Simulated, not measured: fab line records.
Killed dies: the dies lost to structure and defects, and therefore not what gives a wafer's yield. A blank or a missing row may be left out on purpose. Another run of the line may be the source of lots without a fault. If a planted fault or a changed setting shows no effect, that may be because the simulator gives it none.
Struck lot and sound lot, side by side	flow sky130	44 steps out of a route of 708
Sound: wafers L412.1, L412.2, L412.5. Wafers struck: L413.1, L413.4, L413.5. At the end, the cause is stated.
Order at every step that has rows: each side's tool, ch and its chambers, its first start. Under that, the readings that differ: sound wafers	struck wafers	difference of the means	sigmas: that difference in standard deviations of wafers without a fault.
alike: a reading whose means differ by less than 2 such deviations, as well as words and numbers matching on both sides. not compared: withheld readings; readings where some wafer has no value; bounds like >300 that might hide an equal value; numbers whose values overlap and for which the record gives no deviation.
A row with sigmas, a row that says differs or no value, or rows on one side alone: a step with any of these is where the two part. Non-overlapping numbers with no deviation appear without sigmas and do not part them. A reading missing from all wafers of one side parts the sides only when that side holds two or more wafers.

first, 2 steps without rows for these wafers: SKY_DNWELL_DEVELOP_06 (develop time 60 s); SKY_DNWELL_IMPLANT_07.
SKY_DNWELL_STRIP_08: strips in O2/N2.
  sound on plasmaAsher-01 ch 0,1, day 4 13:14; struck on plasmaAsher-04 ch 1, day 4 20:40
reading	sound	struck	difference	sigmas
stripTimeToEndpointS (s)	37.07 37.02 37.10	36.68 36.94 36.75	-0.27	-2
  alike: drypumpMotorCurrentA, oesProductAu
  not compared: rfHoursCounterH
SKY_DNWELL_TW_MEAS_09:
  sound on filmMetro-03 at day 4 13:20; struck on filmMetro-03 at day 4 20:46
  alike: DNWELL_TW
then, 7 steps without rows for these wafers: SKY_PWDE_DEHYDRATE_00 (time 60 s); SKY_PWDE_HMDS_01 (prime time 60 s); SKY_PWDE_COAT_02 (resist thk 3000 nm); SKY_PWDE_SOFTBAKE_03; SKY_PWDE_EXPOSE_04 (exposes mask PWDEM, target cd 840 nm); SKY_PWDE_PEB_05; SKY_PWDE_DEVELOP_06 (develop time 60 s).
SKY_PWDE_OVL_MEAS_07:
  sound on overlay-01 at day 5 07:13; struck on overlay-01 at day 5 14:46
reading	sound	struck	difference	sigmas
PWDE_OVL (nm)	1.0 0.3 1.5	-2.8 -3.9 -3.9	-4.5	-3
SKY_PWDE_IMPLANT_08:
  sound on implanter-01 ch 0, day 5 07:15; struck on implanter-03 ch 0, day 5 14:48
reading	sound	struck	difference	sigmas
doseIonsCm2	3.597e+12 3.601e+12 3.604e+12	5.629e+12 5.624e+12 5.628e+12	+2.026e+12	+99 or more
faradayCurrentUA	20.5 20.5 19.9	31.8 30.1 30.7	+10.6	+26
  alike: endStationPressureTorr
SKY_PWDE_STRIP_09: strips in O2/N2.
  sound on plasmaAsher-01 ch 0,1, day 5 07:24; struck on plasmaAsher-04 ch 0,1, day 5 14:57
  alike: drypumpMotorCurrentA, oesProductAu, stripTimeToEndpointS
  not compared: rfHoursCounterH
SKY_PWDE_TW_MEAS_10:
  sound on filmMetro-03 at day 5 07:30; struck on filmMetro-03 at day 5 15:03
reading	sound	struck	difference	sigmas
PWDE_TW	375.2 373.6 375.1	429.4 428.9 429.9	+54.8	+29
then, 7 steps without rows for these wafers: SKY_NWELL_DEHYDRATE_03 (time 60 s); SKY_NWELL_HMDS_04 (prime time 60 s); SKY_NWELL_COAT_05 (resist thk 3000 nm); SKY_NWELL_SOFTBAKE_06; SKY_NWELL_EXPOSE_07 (exposes mask NWM, target cd 840 nm); SKY_NWELL_PEB_08; SKY_NWELL_DEVELOP_09 (develop time 60 s).
SKY_NWELL_OVL_MEAS_10:
  sound on overlay-02 at day 6 00:58; struck on overlay-02 at day 6 09:22
  alike: NWELL_00_OVL
then, 3 steps without rows for these wafers: SKY_NWELL_IMPLANT_11; SKY_NWELL_IMPLANT_12; SKY_NWELL_IMPLANT_13.
SKY_NWELL_STRIP_14: strips in O2/N2.
  sound on plasmaAsher-02 ch 0,1, day 6 01:27; struck on plasmaAsher-03 ch 0, day 6 09:51
  alike: drypumpMotorCurrentA, oesProductAu, stripTimeToEndpointS
  not compared: rfHoursCounterH
SKY_NWELL_TW_MEAS_15:
  sound on filmMetro-02 at day 6 01:33; struck on filmMetro-03 at day 6 09:57
  alike: NWELL_TW
then, 7 steps without rows for these wafers: SKY_NWELL_DEHYDRATE_16 (time 60 s); SKY_NWELL_HMDS_17 (prime time 60 s); SKY_NWELL_COAT_18 (resist thk 3000 nm); SKY_NWELL_SOFTBAKE_19; SKY_NWELL_EXPOSE_20 (exposes mask NWM COMPLEMENT, target cd 840 nm); SKY_NWELL_PEB_21; SKY_NWELL_DEVELOP_22 (develop time 60 s).
SKY_NWELL_OVL_MEAS_23:
  sound on overlay-01 at day 6 19:51; struck on overlay-02 at day 7 04:46
  alike: NWELL_01_OVL
after that, 1 step had no rows for these wafers: SKY_NWELL_IMPLANT_24.
SKY_NWELL_STRIP_25: strips in O2/N2.
  sound on plasmaAsher-03 ch 0,1, day 6 20:02; struck on plasmaAsher-02 ch 0,1, day 7 04:58
  alike: drypumpMotorCurrentA, oesProductAu, stripTimeToEndpointS
  not compared: rfHoursCounterH
SKY_NWELL_TW_MEAS_26:
  sound on filmMetro-02 at day 6 20:08; struck on filmMetro-04 at day 7 05:04
  alike: NWELL_2_TW
then, 1 step without rows for these wafers: SKY_NWELL_CLEAN_27 (cleans in SC1/SC2, time 150 s).
SKY_NWELL_RTA_28: time 30 s.
  sound on rtpAnneal-02 ch 0, day 6 20:15; struck on rtpAnneal-01 ch 0, day 7 05:10
  alike: annealTempCMax, lampPowerPct, wafer_temp_C_max
SKY_NWELL_RS_MEAS_29: uses a four-point probe to measure.
  sound on filmMetro-03 at day 6 20:21; struck on filmMetro-02 at day 7 05:16
  alike: NWELL_RS
SKY_NWELL_RS_MEAS_31: uses a four-point probe to measure.
  sound on filmMetro-03 at day 6 20:35; struck on filmMetro-02 at day 7 05:31
reading	sound	struck	difference	sigmas
PWDE_RS (ohm/sq)	5312 5306 5293	3731 3748 3736	-1565	-98
-- the record jumps here: 41 days lie between the struck wafers' starts before and after (it left off in module NWELL and takes up again in module PAD_OPEN, whose first step shown is number 708 of the route) --
SKY_PAD_OPEN_PROBE_99:
  sound on prober-02 at day 47 10:14; struck on prober-01 at day 47 20:25
reading	sound	struck	difference	sigmas
model.etest.res_p_drift_20v.lineOhmUm	1.189e+04 1.177e+04 1.217e+04	8038 8217 7913	-3887	
model.etest.res_p_drift_20v.rsOhmSq	9976 9922 1.013e+04	6651 6794 6611	-3324	
model.etest.resPwdeUnderGate.rsOhmSq	6186 6224 6172	4147 4211 4154	-2023	
  alike: killed_at_M0_to_M3, killed_at_M4_up, killedAtContacts, killedAtFrontEnd, killedAtOther, killedDies, killedOpen, killedShort

WHERE THEY PART
At SKY_DNWELL_STRIP_08 first; at SKY_NWELL_RS_MEAS_31 last (within this record only). Later steps at which nothing parts them and some readings are alike: SKY_PAD_OPEN_PROBE_99.

WHY: what the simulator had put in
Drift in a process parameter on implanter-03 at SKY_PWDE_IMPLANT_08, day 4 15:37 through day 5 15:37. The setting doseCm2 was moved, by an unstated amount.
